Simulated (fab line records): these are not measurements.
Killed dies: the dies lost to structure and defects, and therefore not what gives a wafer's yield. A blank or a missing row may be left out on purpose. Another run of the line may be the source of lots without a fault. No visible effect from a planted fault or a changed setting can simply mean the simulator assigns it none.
Chamber matching / flow gf180mcu / GF_M5_ETCH_09 on rie-diel-04: 4 sister chambers
The step etches Si3N4 in CF4/O2, target depth 52 nm, time 11.6 s. 8 wafers are shown with their chamber, then 8 later ones without.

## WAFERS, EACH WITH ITS CHAMBER
wafer=L075.4; chamber=2; drypump-motor-current-A (A)=5.5; oes-product-au (a.u.)=1.006
wafer=L083.1; chamber=3; drypump-motor-current-A (A)=6.0; oes-product-au (a.u.)=1.015
wafer=L083.3; chamber=1; drypump-motor-current-A (A)=6.4; oes-product-au (a.u.)=0.998
wafer=L083.5; chamber=0; drypump-motor-current-A (A)=6.1; oes-product-au (a.u.)=0.999
wafer=L091.2; chamber=2; drypump-motor-current-A (A)=5.5; oes-product-au (a.u.)=1.016
wafer=L091.3; chamber=3; drypump-motor-current-A (A)=5.9; oes-product-au (a.u.)=1.016
wafer=L091.6; chamber=0; drypump-motor-current-A (A)=6.1; oes-product-au (a.u.)=0.995
wafer=L093.1; chamber=1; drypump-motor-current-A (A)=6.4; oes-product-au (a.u.)=0.993

## WAFERS WITHOUT THEIR CHAMBER
wafer=L093.4; drypump-motor-current-A (A)=6.1; oes-product-au (a.u.)=0.991
wafer=L093.5; drypump-motor-current-A (A)=6.1; oes-product-au (a.u.)=0.983
wafer=L094.1; drypump-motor-current-A (A)=5.9; oes-product-au (a.u.)=1.001
wafer=L094.2; drypump-motor-current-A (A)=5.5; oes-product-au (a.u.)=1.010
wafer=L094.6; drypump-motor-current-A (A)=6.4; oes-product-au (a.u.)=0.991
wafer=L096.2; drypump-motor-current-A (A)=6.4; oes-product-au (a.u.)=0.994
wafer=L096.3; drypump-motor-current-A (A)=6.1; oes-product-au (a.u.)=0.983
wafer=L096.5; drypump-motor-current-A (A)=5.9; oes-product-au (a.u.)=1.012

## THE CHAMBER EACH PASSED THROUGH
wafer=L093.4; from the rows above=0; in truth=0
wafer=L093.5; from the rows above=0; in truth=0
wafer=L094.1; from the rows above=3; in truth=3
wafer=L094.2; from the rows above=2; in truth=2
wafer=L094.6; from the rows above=1; in truth=1
wafer=L096.2; from the rows above=1; in truth=1
wafer=L096.3; from the rows above=0; in truth=0
wafer=L096.5; from the rows above=3; in truth=3
Placed correctly: 8 of 8. Left unplaced by these rows: 0. Placed wrongly: 0.
How it was worked out, from the rows above alone: a wafer's distance from a chamber is the root of the sum, over the readings, of the square of ((its reading less the chamber's mean) divided by the reading's scatter). The wafer belongs to the nearest chamber; if the next one is less than 2 further off, it can't be placed. The mean given for a chamber averages the wafers shown for that chamber. The scatter: the root of (the sum of the squares of (reading less its chamber's mean) over the shown wafers, divided by (wafers less chambers)).
